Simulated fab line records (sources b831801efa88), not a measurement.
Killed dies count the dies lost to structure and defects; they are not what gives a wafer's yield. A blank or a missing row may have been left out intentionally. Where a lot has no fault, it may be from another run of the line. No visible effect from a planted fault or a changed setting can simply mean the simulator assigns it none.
Which of the tools did it?    flow gf180mcu    11 lots with 33 wafers sampled at 6 steps, on a route of 602 steps

## WHAT EACH GAUGE READ, for each wafer
GF_PSD_CD_MEAS_07: the cd target is 400 nm. Usual: cd nm at 399.9 nm, with a standard deviation of 2.4.
lot   measured      on         cd nm (nm)         flag
L685  day 15 22:58  cd sem-01  397.2 394.1 394.3  
L687  day 16 11:46  cd sem-02  398.2 398.2 398.4  
L688  day 17 07:34  cd sem-02  396.5 395.1 397.1  
L691  day 18 02:34  cd sem-01  408.9 409.0 410.3  OFF
L693  day 18 17:02  cd sem-01  411.4 413.4 408.3  OFF
L694  day 18 22:58  cd sem-02  409.0 410.9 410.6  OFF
L701  day 21 08:23  cd sem-01  398.4 399.0 395.8  
L700  day 21 11:22  cd sem-02  397.5 396.8 399.1  
L702  day 21 14:32  cd sem-02  398.9 398.6 398.6  
L703  day 21 23:22  cd sem-02  401.9 402.3 403.1  
L704  day 22 15:30  cd sem-01  397.2 395.6 397.7  

GF_V1_THK_MEAS_25: measures by xrf. Usual: for V1_W_THK the level is 357 nm and the standard deviation is 5.9.
lot   measured      on             V1_W_THK (nm)  flag
L685  day 20 03:15  film metro-01  358 372 358    
L687  day 20 15:50  film metro-03  370 365 354    
L688  day 21 13:41  film metro-03  363 357 362    
L691  day 22 08:04  film metro-03  364 359 367    
L693  day 22 21:53  film metro-01  357 347 357    
L694  day 23 03:13  film metro-04  361 361 357    
L701  day 25 23:42  film metro-01  354 356 359    
L700  day 26 00:07  film metro-01  348 342 347    
L702  day 26 00:30  film metro-04  364 360 366    
L703  day 26 01:13  film metro-04  353 352 356    
L704  day 26 19:32  film metro-03  357 355 356    

## WHAT TOOL EACH LOT RAN ON (gives the tool, then ch and the chambers of the sampled wafers, and finally the start)
lot   GF_HV_LDD_STRIP_10                    GF_PSD_COAT_02                     GF_PSD_STRIP_10                       GF_V1_CVD_02
L685  plasma asher-03 ch 0,1, day 11 09:25  litho track-02 ch 0, day 15 12:14  plasma asher-03 ch 0,1, day 15 23:16  pecvd-03 ch 0,1,2, day 19 01:35
L687  plasma asher-03 ch 0,1, day 12 00:01  litho track-01 ch 0, day 16 00:28  plasma asher-03 ch 0,1, day 16 12:04  pecvd-04 ch 0,2, day 19 14:07
L688  plasma asher-03 ch 0,1, day 12 13:33  litho track-02 ch 0, day 16 19:38  plasma asher-02 ch 0,1, day 17 07:52  pecvd-03 ch 0,1,2, day 20 12:16
L691  plasma asher-03 ch 0,1, day 13 08:10  litho track-02 ch 0, day 17 14:50  plasma asher-03 ch 0,1, day 18 02:52  pecvd-04 ch 0,1,2, day 21 06:34
L693  plasma asher-01 ch 0,1, day 13 21:13  litho track-02 ch 0, day 18 05:20  plasma asher-02 ch 0,1, day 18 17:21  pecvd-03 ch 1,2, day 21 21:49
L694  plasma asher-04 ch 0,1, day 14 03:10  litho track-02 ch 0, day 18 11:05  plasma asher-03 ch 0,1, day 18 23:16  pecvd-04 ch 0,1, day 22 02:13
L701  plasma asher-03 ch 0,1, day 16 06:34  litho track-04 ch 0, day 20 20:04  plasma asher-04 ch 0,1, day 21 08:42  pecvd-04 ch 0,1, day 24 21:57
L700  plasma asher-01 ch 0,1, day 16 08:22  litho track-02 ch 0, day 20 23:05  plasma asher-03 ch 0,1, day 21 11:40  pecvd-03 ch 1,2, day 24 22:10
L702  plasma asher-03 ch 0,1, day 16 12:28  litho track-02 ch 0, day 21 02:07  plasma asher-04 ch 0,1, day 21 14:49  pecvd-02 ch 0,1,2, day 24 22:23
L703  plasma asher-03 ch 0,1, day 16 20:57  litho track-04 ch 0, day 21 11:40  plasma asher-02 ch 0,1, day 21 23:40  pecvd-03 ch 0,2, day 25 00:08
L704  plasma asher-04 ch 0,1, day 17 12:24  litho track-01 ch 0, day 22 04:07  plasma asher-03 ch 0,1, day 22 15:48  pecvd-04 ch 0,1, day 25 21:10
- GF_HV_LDD_STRIP_10: strips in O2/N2.
- GF_PSD_COAT_02: resist thk 1000 nm.
- GF_PSD_STRIP_10: strips in O2/N2.
- GF_V1_CVD_02: deposits SiO2 from TEOS, target thk 850 nm, time 94.851 s.

## AS READ BY THE TOOLS THEMSELVES (means over the sampled wafers that have a number; for cases with no such wafer, the mark the record gives instead)
GF_HV_LDD_STRIP_10. Usual: chamber pressure mTorr 1500.0 mTorr, standard deviation 1.4; drypump motor current A 5.6 A, standard deviation 0.37; heater power w 321 W, standard deviation 20; oes product au 0.716 a.u., standard deviation 0.0045; strip time to endpoint s 12.63 s, standard deviation 0.038.
lot   tool             chamber pressure mTorr (mTorr)  drypump motor current A (A)  heater power w (W)  oes product au (a.u.)  strip time to endpoint s (s)  flag
L685  plasma asher-03  1499.5                          5.3                          320                 0.715                  12.66                         
L687  plasma asher-03  1500.3                          5.5                          306                 0.717                  12.59                         
L688  plasma asher-03  1500.5                          5.5                          304                 0.715                  12.67                         
L691  plasma asher-03  1499.7                          5.4                          313                 0.718                  12.69                         
L693  plasma asher-01  1501.1                          6.2                          336                 0.717                  12.63                         
L694  plasma asher-04  1499.8                          5.5                          327                 0.712                  12.61                         
L701  plasma asher-03  1499.2                          5.5                          301                 0.717                  12.63                         
L700  plasma asher-01  1499.1                          6.1                          328                 0.717                  12.63                         
L702  plasma asher-03  1500.8                          5.5                          308                 0.715                  12.61                         
L703  plasma asher-03  1499.8                          5.3                          318                 0.714                  12.63                         
L704  plasma asher-04  1500.7                          5.8                          336                 0.714                  12.62                         

GF_PSD_COAT_02. Usual: resist line temp C 22.97 C, standard deviation 0.12; spin speed rpm 3000.2 rpm, standard deviation 1.8.
lot   tool            resist line temp C (C)  spin speed rpm (rpm)  flag
L685  litho track-02  22.89                   2999.3                
L687  litho track-01  23.01                   2999.8                
L688  litho track-02  23.05                   3000.5                
L691  litho track-02  22.91                   3716.4                OFF
L693  litho track-02  22.84                   3714.3                OFF
L694  litho track-02  23.21                   3714.9                OFF
L701  litho track-04  23.01                   3000.4                
L700  litho track-02  23.04                   3000.0                
L702  litho track-02  22.86                   2999.1                
L703  litho track-04  22.89                   2999.7                
L704  litho track-01  22.87                   2999.3                

GF_PSD_STRIP_10. Usual: chamber pressure mTorr 1499.9 mTorr, standard deviation 1.3; drypump motor current A 5.4 A, standard deviation 0.39; heater power w 324 W, standard deviation 28; oes product au 0.591 a.u., standard deviation 0.0048; strip time to endpoint s 16.53 s, standard deviation 0.038.
lot   tool             chamber pressure mTorr (mTorr)  drypump motor current A (A)  heater power w (W)  oes product au (a.u.)  strip time to endpoint s (s)  flag
L685  plasma asher-03  1501.6                          5.3                          315                 0.595                  16.50                         
L687  plasma asher-03  1500.5                          5.3                          318                 0.593                  16.51                         
L688  plasma asher-02  1500.9                          5.2                          343                 0.591                  16.56                         
L691  plasma asher-03  1500.9                          5.3                          311                 0.584                  15.39                         OFF
L693  plasma asher-02  1500.3                          4.9                          317                 0.581                  15.37                         OFF
L694  plasma asher-03  1498.9                          5.5                          305                 0.580                  15.39                         OFF
L701  plasma asher-04  1499.0                          5.5                          322                 0.588                  16.50                         
L700  plasma asher-03  1499.7                          5.5                          305                 0.599                  16.56                         
L702  plasma asher-04  1499.8                          5.7                          340                 0.584                  16.54                         
L703  plasma asher-02  1499.9                          5.2                          344                 0.591                  16.52                         
L704  plasma asher-03  1499.7                          5.5                          301                 0.590                  16.53                         

GF_V1_CVD_02. Usual: heater power w at 702 W, with a standard deviation of 87.
lot   tool      heater power w (W)  flag
L685  pecvd-03  745                 
L687  pecvd-04  742                 
L688  pecvd-03  806                 
L691  pecvd-04  668                 
L693  pecvd-03  751                 
L694  pecvd-04  759                 
L701  pecvd-04  740                 
L700  pecvd-03  787                 
L702  pecvd-02  595                 
L703  pecvd-03  741                 
L704  pecvd-04  747                 

## THE ANSWER, worked out from the rows above alone
Rule: a lot counts as off when the mean over its wafers that have a number is more than 3 standard deviations away from the usual mean. A lot without any number at a reading at which 4 lots or more have one is off too. All remaining lots with rows at the step are treated as sound. First the gauges in route order, then the tools' own readings, where a lot's mean is used as printed above. The first step at which some lot is off is used, and at that step the reading that is off furthest; a lot without a number counts as furthest.
Off, at GF_PSD_CD_MEAS_07 on cd nm: L691, L693, L694.
If a tool, at a process step before that reading, ran all the lots that are off and no sound lot after the first of them, it fits. Not tried: the gauges at GF_PSD_CD_MEAS_07; whatever is off there is also off at GF_PSD_COAT_02, on other tools, and gauge error can't account for it. None of those tried fits.

## WHAT WAS PUT IN BY THE SIMULATOR
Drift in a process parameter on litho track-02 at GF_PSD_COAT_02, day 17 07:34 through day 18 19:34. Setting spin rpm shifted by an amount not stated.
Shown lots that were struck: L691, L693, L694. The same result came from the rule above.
